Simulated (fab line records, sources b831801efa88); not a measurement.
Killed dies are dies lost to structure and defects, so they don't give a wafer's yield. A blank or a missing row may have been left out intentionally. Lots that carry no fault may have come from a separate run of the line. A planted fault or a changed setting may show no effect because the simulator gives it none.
fab line records	flow sky130
record: lots: 6	wafers: 18	lastDay: 50
route steps=708 shown CAP2M@614 METAL4@621 PAD_OPEN@708
lots with no fault: from the same line, run without faults
startH: hours from the record's opening day to when the first of the lot's shown wafers began	waitH: how many hours have passed since the lot's step before this one	" the same as in the row above	L1.1+2: one row covering several wafers at once	- no value present, or no start provided	* or withheld: withheld	< > ~ a bound
route shown NAME@n: a module of which the file shows steps, and the number in the route of the first	usual: mean/standard deviation of fault-free wafers	same: alike in all rows	chamber/n: place in a boat	sites: per-site readings	_std_site: the values' standard deviation	_edge_site: mean of outer sites minus mean of inner sites	radiusMm: for every site, how far away it sits from the centre of the wafer	mask NAME#n: copy n	behind: the last tool/chamber to shape the wafer	hold: why the lot was held/for how many hours/how that ended	device: the n, p or np transistor that did not switch	end of line: tests of these same wafers at the route's end	a step without rows: its recipe alone	killed: not the wafer's yield, but the dies lost to structure and defects at the first sort	map: shows each die of a wafer: x if killed, . if not, _ if none is there
set.NAME: setting as actually run; set.NAME@STEP: the setting as run at that earlier step	model.NAME: the simulator's own value behind a step, which no gauge read
lots at selected steps of the route; one table per step, one row per wafer
services: a tool's chamber out of use, with start hour (startH, from the record's first day; less than 0 if before it), hours out, and reason
== steps ==
step: SKY_CAP2M_DEVELOP_11
recipe: resist: NOVOLAK	developer: TMAH	developTimeS: 60	devTempC: 23
step: SKY_CAP2M_OVL_MEAS_12
usual: CAP2M_OVL: -1.0/1.5
lot.wafer	tool	chamber	startH	waitH	CAP2M_OVL[nm]
L381.2	overlay-02	-	967.37	0.1	-1.0
L381.3	"	-	"	"	-0.9
L381.6	"	-	"	"	-2.4
L380.1	overlay-02	-	975.38	0.1	-2.5
L380.3	"	-	"	"	-0.7
L380.4	"	-	"	"	-3.0
L388.1	overlay-02	-	1025.72	0.1	0.0
L388.2	"	-	"	"	-1.8
L388.6	"	-	"	"	-0.4
L389.2	overlay-02	-	1028.18	0.1	-0.6
L389.4	"	-	"	"	0.1
L389.6	"	-	"	"	-1.0
L398.2	overlay-02	-	1085.93	0.1	-1.3
L398.3	"	-	"	"	-4.1
L398.5	"	-	"	"	-2.0
L400.1	overlay-01	-	1094.42	0.1	-2.2
L400.2	"	-	"	"	-0.9
L400.3	"	-	"	"	-1.7
step: SKY_CAP2M_METAL_ETCH_13
recipe: targetDepthNm: 220	stopOn: SiO2	chemistry: Cl2/BCl3	target: TiN	pressureMtorr: 10	icpW: 900	biasW: 48.5	Cl2_flow_sccm: 60	bcl3FlowSccm: 30	timeS: 62.9
usual: drypumpMotorCurrentA: 5.67/0.3	heBacksideLeakSccm: 3.4/0.42	oesProductAu: 0.939/0.0061	throttleValvePct: 21.903/0.01
lot.wafer	tool	chamber	startH	waitH	drypumpMotorCurrentA	heBacksideLeakSccm	oesProductAu	rfHoursCounterH	throttleValvePct
L381.2	rieMetal-03	0	967.40	0.0	6.07	3.2	0.945	15	21.899
L381.3	"	0	"	"	6.08	3.1	0.940	-	21.902
L381.6	"	1	"	"	5.88	3.5	0.935	-	21.905
L380.1	rieMetal-02	1	975.42	0.0	6.00	3.3	0.941	12	21.918
L380.3	"	0	"	"	5.04	3.3	0.934	-	21.901
L380.4	"	1	"	"	5.99	3.5	0.936	-	21.901
L388.1	rieMetal-02	1	1025.75	0.0	5.99	3.3	0.940	15	21.922
L388.2	"	0	"	"	5.05	3.6	0.944	12	21.904
L388.6	"	0	"	"	5.05	3.5	0.933	-	21.907
L389.2	rieMetal-04	1	1028.21	0.0	5.60	3.3	0.938	18	21.915
L389.4	"	0	"	"	5.58	3.3	0.923	-	21.904
L389.6	"	1	"	"	5.60	3.2	0.937	-	21.905
L398.2	rieMetal-04	1	1085.96	0.0	5.62	3.9	0.927	20	21.907
L398.3	"	0	"	"	5.59	3.0	0.926	-	21.911
L398.5	"	1	"	"	5.60	3.3	0.934	-	21.923
L400.1	rieMetal-04	0	1094.46	0.0	5.60	3.2	0.944	21	21.895
L400.2	"	1	"	"	5.61	3.5	0.944	21	21.908
L400.3	"	1	"	"	5.60	3.1	0.942	-	21.908
step: SKY_CAP2M_STRIP_14
recipe: chemistry: O2/N2	powerW: 1400	pressureMtorr: 1500	platenTempC: withheld	o2FlowSccm: 3000	n2FlowSccm: 300	overashFraction: 0.5
usual: drypumpMotorCurrentA: 5.54/0.24	o2FlowSccm: 2999/8.1	oesProductAu: 0.710/0.0046	stripTimeToEndpointS: 12.62/0.046
lot.wafer	tool	chamber	startH	waitH	drypumpMotorCurrentA	o2FlowSccm	oesProductAu	rfHoursCounterH	stripTimeToEndpointS
L381.2	plasmaAsher-02	1	967.48	0.1	4.75	3009	0.715	108	12.65
L381.3	"	1	"	"	4.76	3000	0.716	-	12.67
L381.6	"	1	"	"	4.75	2997	0.714	-	12.69
L380.1	plasmaAsher-04	1	975.50	0.1	5.37	2998	0.708	87	12.63
L380.3	"	0	"	"	5.90	3000	0.705	-	12.54
L380.4	"	1	"	"	5.35	3000	0.710	-	12.56
L388.1	plasmaAsher-04	1	1025.83	0.1	5.37	2992	0.702	90	12.57
L388.2	"	0	"	"	5.80	2989	0.715	90	12.55
L388.6	"	1	"	"	5.36	3007	0.702	-	12.56
L389.2	plasmaAsher-03	0	1028.28	0.1	5.56	2980	0.706	60	12.73
L389.4	"	0	"	"	5.55	2997	0.715	-	12.70
L389.6	"	1	"	"	5.59	3004	0.709	-	12.72
L398.2	plasmaAsher-02	1	1086.03	0.1	4.75	3008	0.706	3	12.66
L398.3	"	0	"	"	5.80	3015	0.716	-	12.65
L398.5	"	1	"	"	4.75	3009	0.711	-	12.65
L400.1	plasmaAsher-03	0	1094.53	0.1	5.57	3000	0.704	68	12.61
L400.2	"	1	"	"	5.57	2993	0.708	68	12.59
L400.3	"	1	"	"	5.59	2998	0.710	-	12.62
step: SKY_CAP2M_STRIP_15
recipe: chemistry: postEtchResidueRemover	timeS: 1200	tempC: 72.5
step: SKY_CAP2M_CLEAN_16
recipe: chemistry: IPA	timeS: 180	tempC: 25
step: SKY_CAP2M_CLEAN_17
recipe: chemistry: O3/DIW	dry: n2Spin
step: SKY_METAL4_DEHYDRATE_05
recipe: tempC: 200	timeS: 60
step: SKY_METAL4_HMDS_06
recipe: primeTimeS: 60	primeTempC: 120
step: SKY_METAL4_COAT_07
recipe: resist: BARC	tempC: withheld	timeS: withheld	spinRpm: 3000	resistThkNm: 60
step: SKY_METAL4_COAT_08
recipe: resist: KrF-thick	spinRpm: 3000	resistThkNm: 1140
step: SKY_METAL4_SOFTBAKE_09
recipe: tempC: 100	timeS: 90	resist: KrF-thick
step: SKY_METAL4_EXPOSE_10
recipe: maskId: MM4	na: 0.68	sourceShape: annular	sigmaInner: 0.4	sigmaOuter: 0.8	targetCdNm: 300	doseMj: 28
usual: focusOffsetNm: 0.0/0.49	stageVelMmS: 499.95/0.25
lot.wafer	tool	chamber	startH	waitH	mask	focusOffsetNm	stageVelMmS
L381.2	krfScanner-02	0	980.08	-	MM4#0	-0.5	500.56
L381.3	"	0	"	"	MM4#0	-0.5	500.15
L381.6	"	0	"	"	MM4#0	-0.4	500.35
L380.1	krfScanner-01	0	988.65	-	MM4#0	-0.2	499.83
L380.3	"	0	"	"	MM4#0	0.4	499.66
L380.4	"	0	"	"	MM4#0	0.2	499.73
L388.1	krfScanner-02	0	1037.86	-	MM4#0	-0.1	500.12
L388.2	"	0	"	"	MM4#0	0.6	500.07
L388.6	"	0	"	"	MM4#0	-0.1	500.33
L389.2	krfScanner-02	0	1040.69	-	MM4#0	-0.1	500.18
L389.4	"	0	"	"	MM4#0	0.4	500.11
L389.6	"	0	"	"	MM4#0	0.5	500.28
L398.2	krfScanner-01	0	1097.30	-	MM4#0	-0.2	499.69
L398.3	"	0	"	"	MM4#0	-0.6	499.66
L398.5	"	0	"	"	MM4#0	-0.3	499.86
L400.1	krfScanner-01	0	1105.51	-	MM4#0	0.8	500.02
L400.2	"	0	"	"	MM4#0	0.4	499.99
L400.3	"	0	"	"	MM4#0	-0.6	500.03
step: SKY_METAL4_PEB_11
recipe: pebTempC: withheld	pebTimeS: withheld	resist: KrF-thick
step: SKY_METAL4_DEVELOP_12
recipe: developTimeS: 60	resist: KrF-thick	devTempC: 21
step: SKY_METAL4_CD_MEAS_13
recipe: targetCdNm: 300
usual: cdNm: 300.3/1.6
lot.wafer	tool	chamber	startH	waitH	cdNm
L381.2	cdSem-01	-	991.85	-	301.4
L381.3	"	-	"	"	300.7
L381.6	"	-	"	"	301.6
L380.1	cdSem-02	-	1000.17	-	297.2
L380.3	"	-	"	"	298.5
L380.4	"	-	"	"	297.4
L388.1	cdSem-02	-	1048.97	-	298.3
L388.2	"	-	"	"	296.4
L388.6	"	-	"	"	284.6
L389.2	cdSem-01	-	1051.42	-	298.8
L389.4	"	-	"	"	296.5
L389.6	"	-	"	"	284.1
L398.2	cdSem-02	-	1107.55	-	302.5
L398.3	"	-	"	"	301.8
L398.5	"	-	"	"	303.0
L400.1	cdSem-02	-	1115.55	-	301.8
L400.2	"	-	"	"	300.5
L400.3	"	-	"	"	300.8
step: SKY_METAL4_OVL_MEAS_14
usual: METAL4_OVL: -3/5
lot.wafer	tool	chamber	startH	waitH	METAL4_OVL[nm]
L381.2	overlay-02	-	991.96	0.1	-3
L381.3	"	-	"	"	1
L381.6	"	-	"	"	-2
L380.1	overlay-02	-	1000.29	0.1	1
L380.3	"	-	"	"	-5
L380.4	"	-	"	"	-3
L388.1	overlay-02	-	1049.09	0.1	5
L388.2	"	-	"	"	-2
L388.6	"	-	"	"	3
L389.2	overlay-02	-	1051.53	0.1	-12
L389.4	"	-	"	"	-6
L389.6	"	-	"	"	-15
L398.2	overlay-01	-	1107.66	0.1	-10
L398.3	"	-	"	"	-9
L398.5	"	-	"	"	-2
L400.1	overlay-01	-	1115.67	0.1	-2
L400.2	"	-	"	"	-4
L400.3	"	-	"	"	-1
step: SKY_METAL4_DESCUM_15
recipe: chemistry: O2	sourcePowerW: 150	biasPowerW: 0	pressureMtorr: 10	tempC: 40	timeS: 8
usual: drypumpMotorCurrentA: 5.78/0.27	heBacksideLeakSccm: 3.3/0.34	oesProductAu: 1.001/0.0086
lot.wafer	tool	chamber	startH	waitH	drypumpMotorCurrentA	heBacksideLeakSccm	oesProductAu	rfHoursCounterH	model.METAL4.cdNm
L381.2	rieMetal-01	1	992.00	0.0	5.92	3.4	0.993	-	301.6
L381.3	"	1	"	"	5.92	3.2	0.995	-	301.2
L381.6	"	1	"	"	5.95	3.1	0.997	-	301.8
L380.1	rieMetal-03	0	1000.33	0.0	6.08	3.0	0.995	17	296.8
L380.3	"	1	"	"	5.92	3.6	1.003	-	298.5
L380.4	"	0	"	"	6.08	3.1	0.998	-	297.6
L388.1	rieMetal-03	1	1049.13	0.0	5.91	3.5	1.014	16	298.4
L388.2	"	0	"	"	6.11	3.2	1.007	20	296.5
L388.6	"	1	"	"	5.90	3.4	1.015	-	284.7
L389.2	rieMetal-03	0	1051.56	0.0	6.11	3.2	1.018	21	298.7
L389.4	"	0	"	"	6.12	3.1	1.009	-	296.7
L389.6	"	1	"	"	5.90	3.3	1.004	-	284.8
L398.2	rieMetal-04	1	1107.69	0.0	5.61	3.4	1.001	21	302.8
L398.3	"	0	"	"	5.60	3.3	0.994	-	302.5
L398.5	"	0	"	"	5.61	3.2	0.991	-	303.5
L400.1	rieMetal-03	0	1115.71	0.0	6.08	3.2	1.005	25	301.8
L400.2	"	1	"	"	5.88	3.5	1.009	21	300.8
L400.3	"	0	"	"	6.09	3.1	1.003	-	300.8
step: SKY_METAL4_ETCH_16
recipe: chemistry: N2/H2	target: BARC	ionEnergyEv: 200	biasW: 100	pressureMtorr: 30	n2FlowSccm: 100	h2FlowSccm: 200	icpW: 500	stopOn: SiO2	timeS: 88.2	targetDepthA: 600
usual: drypumpMotorCurrentA: 5.78/0.27	heBacksideLeakSccm: 3.4/0.4	oesProductAu: 0.626/0.0047	throttleValvePct: 13.205/0.0084
lot.wafer	tool	chamber	startH	waitH	drypumpMotorCurrentA	heBacksideLeakSccm	oesProductAu	rfHoursCounterH	throttleValvePct
L381.2	rieMetal-01	1	992.08	0.1	5.91	3.0	0.623	-	13.210
L381.3	"	1	"	"	5.92	3.2	0.629	-	13.205
L381.6	"	1	"	"	5.92	3.1	0.625	-	13.207
L380.1	rieMetal-03	0	1000.36	0.0	6.09	3.2	0.620	17	13.204
L380.3	"	1	"	"	5.92	3.5	0.623	-	13.195
L380.4	"	0	"	"	6.10	3.1	0.626	-	13.209
L388.1	rieMetal-03	1	1049.16	0.0	5.92	3.7	0.616	16	13.217
L388.2	"	0	"	"	6.10	3.4	0.625	20	13.210
L388.6	"	1	"	"	5.90	3.6	0.625	-	13.215
L389.2	rieMetal-03	0	1051.59	0.0	6.09	3.1	0.623	21	13.204
L389.4	"	0	"	"	6.06	3.2	0.634	-	13.204
L389.6	"	1	"	"	5.91	3.0	0.625	-	13.211
L398.2	rieMetal-04	1	1107.72	0.0	5.62	3.6	0.625	21	13.195
L398.3	"	0	"	"	5.59	3.2	0.626	-	13.211
L398.5	"	0	"	"	5.62	3.0	0.617	-	13.205
L400.1	rieMetal-03	0	1115.74	0.0	6.07	3.3	0.629	25	13.194
L400.2	"	1	"	"	5.91	3.4	0.629	21	13.195
L400.3	"	0	"	"	6.07	3.2	0.626	-	13.207
step: SKY_METAL4_ETCH_17
recipe: target: SiO2	stopOn: TiN	chemistry: C4F8/O2/Ar	sourceW: 1500	biasW: 1200	pressureMtorr: 40	c4f8FlowSccm: withheld	O2_flow_sccm: 6	Ar_flow_sccm: 300	timeS: 3.9	targetDepthA: 150
usual: oesProductAu: 0.752/0.0068
lot.wafer	tool	chamber	startH	waitH	oesProductAu	rfHoursCounterH
L381.2	rieDiel-02	3	992.25	0.1	0.741	9
L381.3	"	1	"	"	0.746	26
L381.6	"	1	"	"	0.747	-
L380.1	rieDiel-01	0	1000.46	0.1	0.751	21
L380.3	"	2	"	"	0.753	21
L380.4	"	1	"	"	0.748	7
L388.1	rieDiel-02	3	1049.26	0.1	0.745	11
L388.2	"	0	"	"	0.753	13
L388.6	"	3	"	"	0.745	-
L389.2	rieDiel-03	0	1051.69	0.1	0.750	11
L389.4	"	2	"	"	0.768	12
L389.6	"	1	"	"	0.764	-
L398.2	rieDiel-02	0	1107.82	0.1	0.759	15
L398.3	"	3	"	"	0.750	13
L398.5	"	1	"	"	0.766	-
L400.1	rieDiel-02	2	1115.84	0.1	0.750	10
L400.2	"	1	"	"	0.736	0
L400.3	"	3	"	"	0.732	13
step: SKY_METAL4_METAL_ETCH_18
recipe: targetDepthA: 8450	stopOn: SiO2	overEtchFrac: 0.3	timeS: 183.1	chemistry: Cl2/BCl3	resistSidewallDeg: 88	pressureMtorr: 10	icpW: 900	biasW: 48.5	Cl2_flow_sccm: 60	bcl3FlowSccm: 30
usual: drypumpMotorCurrentA: 5.70/0.27	heBacksideLeakSccm: 3.31/0.23	oesProductAu: 0.865/0.0071	throttleValvePct: 22.263/0.01
lot.wafer	tool	chamber	startH	waitH	drypumpMotorCurrentA	heBacksideLeakSccm	oesProductAu	rfHoursCounterH	throttleValvePct	model.METAL4.cdNm
L381.2	rieMetal-04	0	992.27	0.0	5.62	3.36	0.860	14	22.278	304.8
L381.3	"	1	"	"	5.61	3.67	0.870	-	22.254	309.2
L381.6	"	1	"	"	5.61	3.38	0.865	-	22.268	305.7
L380.1	rieMetal-01	1	1000.47	0.0	5.89	3.04	0.860	20	22.279	295.9
L380.3	"	1	"	"	5.90	2.95	0.865	-	22.244	299.3
L380.4	"	0	"	"	5.24	3.58	0.863	-	22.266	295.4
L388.1	rieMetal-01	0	1049.28	0.0	5.23	3.53	0.855	6	22.267	294.3
L388.2	"	1	"	"	5.92	3.26	0.866	24	22.245	292.5
L388.6	"	1	"	"	5.93	3.10	0.872	-	22.238	281.3
L389.2	rieMetal-04	0	1051.77	0.1	5.60	3.25	0.871	-	22.262	305.8
L389.4	"	0	"	"	5.60	3.41	0.875	-	22.266	301
L389.6	"	0	"	"	5.61	3.20	0.872	-	22.256	291.9
L398.2	rieMetal-03	0	1107.84	0.0	6.07	3.31	0.870	24	22.266	306.1
L398.3	"	0	"	"	6.05	3.12	0.871	-	22.261	302.7
L398.5	"	0	"	"	6.09	3.21	0.869	-	22.267	305
L400.1	rieMetal-04	0	1115.86	0.0	5.62	3.23	0.861	22	22.259	306.8
L400.2	"	0	"	"	5.60	3.38	0.874	-	22.253	302.7
L400.3	"	0	"	"	5.60	3.39	0.863	-	22.264	303.6
step: SKY_METAL4_STRIP_19
recipe: chemistry: O2/N2	powerW: 1400	pressureMtorr: 1500	platenTempC: withheld	o2FlowSccm: 3000	n2FlowSccm: 300	overashFraction: 0.5
usual: drypumpMotorCurrentA: 5.56/0.12	o2FlowSccm: 2999/9.7	oesProductAu: 0.503/0.0052	stripTimeToEndpointS: 6.56/0.072
lot.wafer	tool	chamber	startH	waitH	drypumpMotorCurrentA	o2FlowSccm	oesProductAu	rfHoursCounterH	stripTimeToEndpointS
L381.2	plasmaAsher-04	1	992.45	0.1	5.32	3001	0.519	89	6.63
L381.3	"	0	"	"	5.84	2986	0.507	-	6.68
L381.6	"	0	"	"	5.85	2986	0.504	-	6.67
L380.1	plasmaAsher-01	0	1000.65	0.1	5.57	2993	0.505	26	6.65
L380.3	"	1	"	"	5.57	3004	0.507	-	6.63
L380.4	"	0	"	"	5.60	2985	0.503	-	6.58
L388.1	plasmaAsher-04	0	1049.45	0.1	5.86	2998	0.511	92	6.62
L388.2	"	1	"	"	5.37	2987	0.501	92	6.60
L388.6	"	0	"	"	5.82	3014	0.508	-	6.65
L389.2	plasmaAsher-01	0	1052.06	0.2	5.59	2998	0.496	34	6.46
L389.4	"	1	"	"	5.52	3011	0.503	-	6.45
L389.6	"	0	"	"	5.57	3005	0.492	-	6.39
L398.2	plasmaAsher-01	1	1108.02	0.1	5.49	3000	0.505	41	6.54
L398.3	"	1	"	"	5.53	2995	0.499	-	6.50
L398.5	"	1	"	"	5.51	3007	0.499	-	6.51
L400.1	plasmaAsher-01	1	1116.21	0.3	5.52	3012	0.493	42	6.66
L400.2	"	0	"	"	5.56	2999	0.501	42	6.54
L400.3	"	1	"	"	5.49	2991	0.502	-	6.52
step: SKY_PAD_OPEN_PROBE_99
usual: defectLimitedYield: 82.5/2	killed_at_M0_to_M3: 44/7	killed_at_M4_up: 3.0/1.7	killedAtContacts: 24/5.2	killedAtFrontEnd: 15/4.8	killedAtOther: 0.2/0.56	killedDies: 86/9.7	killedOpen: 47/7.1	killedShort: 39/6.3	sort_bin_3_pad_short: 0.9/0.4	sort_bin_5_function: 10.3/1.6	sort_bin_6_memory: 6.3/1.2	sortNPass: 406/9.7	sortYieldPct: 82.5/2
same: grossDies: 492	killedAtBackSide: 0	sort_bin_4_leakage[%]: 0	sort_bin_8_speed[%]: 0
lot.wafer	tool	chamber	startH	waitH	defectLimitedYield[%]	killed_at_M0_to_M3	killed_at_M4_up	killedAtContacts	killedAtFrontEnd	killedAtOther	killedDies	killedOpen	killedShort	sort_bin_3_pad_short[%]	sort_bin_5_function[%]	sort_bin_6_memory[%]	sortNPass	sortYieldPct[%]	model.etest.met4.widthNm	model.etest.met4.lineOhmUm
L381.2	prober-01	-	1088.27	0.1	81.5	49	3	26	13	0	91	43	48	1.4	10.6	6.5	401	81.5	303.1	0.1403
L381.3	prober-01	-	1088.32	0.2	85.8	34	0	24	12	0	70	43	27	1.0	8.7	4.5	422	85.8	310.4	0.1354
L381.6	prober-01	-	1088.47	0.2	82.7	42	2	27	14	0	85	43	41	1.6	10.8	4.9	407	82.7	305.5	0.1418
L380.1	prober-02	-	1096.83	0.1	84.8	42	1	26	6	0	75	42	33	0.2	9.6	5.5	417	84.8	294.1	0.1451
L380.3	prober-02	-	1096.93	0.2	85.0	36	4	24	10	0	74	36	37	0.2	10.0	4.9	418	85.0	298	0.1449
L380.4	prober-02	-	1096.98	0.2	81.7	48	5	22	15	0	90	57	33	0.4	11.6	6.3	402	81.7	298.1	0.1442
L388.1	prober-01	-	1139.41	0.1	80.5	38	4	32	22	0	96	54	42	0.8	12.2	6.5	396	80.5	291.4	0.1469
L388.2	prober-01	-	1139.46	0.1	84.6	30	1	27	18	0	76	47	29	1.2	9.3	4.9	416	84.6	293.2	0.1478
L388.6	prober-01	-	1139.66	0.2	81.5	41	2	27	21	0	91	51	40	0.8	12.0	5.7	401	81.5	283.4	0.1521
L389.2	prober-02	-	1141.17	0.1	84.6	36	5	23	12	0	76	37	39	0.8	8.7	5.9	416	84.6	307.1	0.1382
L389.4	prober-02	-	1141.27	0.2	85.0	36	4	24	10	0	74	35	39	1.0	9.3	4.7	418	85.0	302.5	0.1369
L389.6	prober-02	-	1141.37	0.2	82.5	49	2	23	12	0	86	46	40	0.6	9.6	7.3	406	82.5	288.4	0.1455
L398.2	prober-01	-	1187.80	0.1	79.1	47	2	30	23	1	103	64	37	0.2	12.0	8.7	389	79.1	306.4	0.1368
L398.3	prober-01	-	1187.85	0.2	82.7	39	3	26	17	0	85	45	40	0.4	11.0	5.9	407	82.7	306	0.1399
L398.5	prober-01	-	1187.95	0.2	84.8	37	3	18	17	0	75	34	41	0.8	7.9	6.5	417	84.8	304.1	0.138
L400.1	prober-02	-	1193.95	0.1	78.7	54	4	27	20	0	105	62	43	0.2	14.4	6.7	387	78.7	309.6	0.1378
L400.2	prober-02	-	1194.00	0.1	79.7	43	4	32	21	0	100	57	43	0.4	12.6	7.3	392	79.7	299.4	0.1426
L400.3	prober-02	-	1194.05	0.2	83.1	36	2	30	15	0	83	50	33	0.8	11.2	4.9	409	83.1	306.6	0.1376
killed by level:class
L381.2 CONTACT:geometricParticle:open=10 METAL1:geometricParticle:short=8 VIA2:geometricParticle:open=7 VIA1:geometricParticle:open=7 METAL2:geometricParticle:short=7 VIA1:geometricParticle:short=6 VIA2:geometricParticle:short=6 LI_CONTACT:geometricParticle:open=5
L381.3 CONTACT:geometricParticle:open=11 VIA2:geometricParticle:open=7 FIELD_ISO:geometricParticle:open=6 VIA1:geometricParticle:open=6 LOCAL_INTERCONNECT:geometricParticle:short=5 METAL1:geometricParticle:short=5 VIA3:geometricParticle:open=5 LI_CONTACT:geometricParticle:short=3
L381.6 CONTACT:geometricParticle:open=13 VIA3:geometricParticle:open=7 LOCAL_INTERCONNECT:geometricParticle:short=7 METAL1:geometricParticle:short=7 VIA2:geometricParticle:open=7 FIELD_ISO:geometricParticle:short=5 VIA1:geometricParticle:open=5 VIA3:geometricParticle:short=4
L380.1 VIA1:geometricParticle:open=11 CONTACT:geometricParticle:open=8 METAL1:geometricParticle:short=7 LI_CONTACT:geometricParticle:open=7 VIA1:geometricParticle:short=5 LOCAL_INTERCONNECT:geometricParticle:short=5 VIA3:geometricParticle:open=5 VIA2:geometricParticle:open=4
L380.3 CONTACT:geometricParticle:open=12 METAL1:geometricParticle:short=8 CONTACT:geometricParticle:short=5 VIA2:geometricParticle:open=5 VIA3:geometricParticle:short=5 VIA1:geometricParticle:open=4 METAL3:geometricParticle:short=4 POLY_CUT:geometricParticle:open=3
L380.4 VIA1:geometricParticle:open=13 METAL2:geometricParticle:short=9 LI_CONTACT:geometricParticle:open=9 VIA3:geometricParticle:open=8 CONTACT:geometricParticle:open=7 POLY_GATE:geometricParticle:open=5 METAL4:geometricParticle:short=5 FIELD_ISO:geometricParticle:short=4
L388.1 VIA1:geometricParticle:open=13 CONTACT:geometricParticle:open=12 METAL2:geometricParticle:short=9 FIELD_ISO:geometricParticle:open=7 CONTACT:geometricParticle:short=6 LI_CONTACT:geometricParticle:open=5 FIELD_ISO:geometricParticle:short=4 POLY_GATE:geometricParticle:short=4
L388.2 CONTACT:geometricParticle:open=12 VIA1:geometricParticle:open=9 FIELD_ISO:geometricParticle:open=6 LI_CONTACT:geometricParticle:open=6 VIA2:geometricParticle:open=5 FIELD_ISO:geometricParticle:short=4 VIA1:geometricParticle:short=4 POLY_GATE:geometricParticle:open=4
L388.6 VIA1:geometricParticle:open=11 POLY_GATE:geometricParticle:open=8 CONTACT:geometricParticle:short=8 CONTACT:geometricParticle:open=8 LI_CONTACT:geometricParticle:open=6 VIA2:geometricParticle:open=6 FIELD_ISO:geometricParticle:open=5 VIA3:geometricParticle:open=5
L389.2 VIA1:geometricParticle:open=9 CONTACT:geometricParticle:open=8 METAL1:geometricParticle:short=6 VIA3:geometricParticle:open=6 LI_CONTACT:geometricParticle:open=5 VIA1:geometricParticle:short=5 FIELD_ISO:geometricParticle:short=4 CONTACT:geometricParticle:short=4
L389.4 VIA1:geometricParticle:open=10 LOCAL_INTERCONNECT:geometricParticle:short=6 CONTACT:geometricParticle:short=6 CONTACT:geometricParticle:open=5 METAL1:geometricParticle:open=4 VIA3:geometricParticle:open=4 METAL4:geometricParticle:short=4 FIELD_ISO:geometricParticle:open=3
L389.6 VIA1:geometricParticle:open=11 LI_CONTACT:geometricParticle:open=9 VIA1:geometricParticle:short=7 CONTACT:geometricParticle:open=6 METAL1:geometricParticle:short=6 VIA2:geometricParticle:open=5 POLY_GATE:geometricParticle:short=4 METAL2:geometricParticle:short=4
L398.2 VIA3:geometricParticle:open=12 VIA1:geometricParticle:open=12 CONTACT:geometricParticle:open=8 FIELD_ISO:geometricParticle:open=7 LI_CONTACT:geometricParticle:open=7 CONTACT:geometricParticle:short=7 VIA2:geometricParticle:open=6 POLY_GATE:geometricParticle:open=5
L398.3 VIA1:geometricParticle:open=10 FIELD_ISO:geometricParticle:open=7 LI_CONTACT:geometricParticle:open=7 METAL2:geometricParticle:short=7 LI_CONTACT:geometricParticle:short=5 LOCAL_INTERCONNECT:geometricParticle:short=5 CONTACT:geometricParticle:open=5 METAL1:geometricParticle:short=5
L398.5 VIA1:geometricParticle:open=11 FIELD_ISO:geometricParticle:short=6 LI_CONTACT:geometricParticle:open=5 CONTACT:geometricParticle:short=5 METAL1:geometricParticle:short=5 VIA1:geometricParticle:short=5 FIELD_ISO:geometricParticle:open=4 VIA3:geometricParticle:short=4
L400.1 VIA1:geometricParticle:open=18 CONTACT:geometricParticle:open=11 LI_CONTACT:geometricParticle:open=9 FIELD_ISO:geometricParticle:open=7 METAL1:geometricParticle:short=7 VIA3:geometricParticle:short=6 FIELD_ISO:geometricParticle:short=4 VIA3:geometricParticle:open=4
L400.2 CONTACT:geometricParticle:open=17 VIA1:geometricParticle:open=11 CONTACT:geometricParticle:short=8 VIA1:geometricParticle:short=8 FIELD_ISO:geometricParticle:open=7 FIELD_ISO:geometricParticle:short=6 VIA3:geometricParticle:open=6 METAL1:geometricParticle:short=6
L400.3 CONTACT:geometricParticle:open=10 LI_CONTACT:geometricParticle:open=10 VIA1:geometricParticle:open=8 VIA2:geometricParticle:open=8 FIELD_ISO:geometricParticle:short=5 LOCAL_INTERCONNECT:geometricParticle:short=5 METAL1:geometricParticle:short=4 VIA3:geometricParticle:open=4
== services ==
tool	chamber	startH	hours	kind
krfScanner-02	-	944.29	1.8	repair
rieDiel-02	3	952.31	7.9	repair
rieMetal-03	-	958.19	2.8	pm
rieMetal-04	-	959.22	4.3	pm
plasmaAsher-03	-	959.30	0.5	repair
plasmaAsher-04	-	962.02	3.4	repair
rieMetal-01	0	975.19	22.9	repair
rieMetal-03	-	981.81	0.2	repair
krfScanner-02	-	983.92	3.0	repair
krfScanner-02	-	986.90	0.8	pm
krfScanner-01	-	987.65	1.0	pm
plasmaAsher-04	-	995.30	28.1	pm
krfScanner-02	-	999.32	4.0	pm
krfScanner-01	-	1001.31	2.3	repair
rieMetal-04	-	1008.66	1.3	repair
krfScanner-01	-	1023.20	0.8	pm
krfScanner-01	-	1028.14	1.3	pm
krfScanner-02	-	1031.21	1.0	pm
rieMetal-04	1	1042.70	9.7	repair
plasmaAsher-04	-	1064.37	37.5	pm
krfScanner-02	-	1084.81	1.3	pm
krfScanner-01	-	1107.85	0.1	repair
rieMetal-04	1	1110.79	17.1	repair
krfScanner-01	-	1112.34	3.6	pm
== key ==
firstSign: step: SKY_METAL4_CD_MEAS_13	reading: cdNm	direction: down	sigmas: 10	usual: 300.3	struck: 284.3
effect none on later readings
modelEffect: step: SKY_METAL4_DESCUM_15	value: METAL4.cdNm	without: 297.6	struck: 284.7
modelEffect: step: SKY_METAL4_METAL_ETCH_18	value: METAL4.cdNm	without: 299.4	struck: 286.6
modelEffect: step: SKY_PAD_OPEN_PROBE_99	value: etest.met4.widthNm	without: 298.8	struck: 285.9
metAt SKY_METAL4_EXPOSE_10
struckWafers L388.6,L389.6
onsetBetween 980.08 1037.86
fault: kind: processParameterDrift	tool: krfScanner-02	chamber: -	onsetH: 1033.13	steps: SKY_METAL4_EXPOSE_10	channel: focusNm	offset: 194.21	shape: step	endH: 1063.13	scope: struckWafersOnly
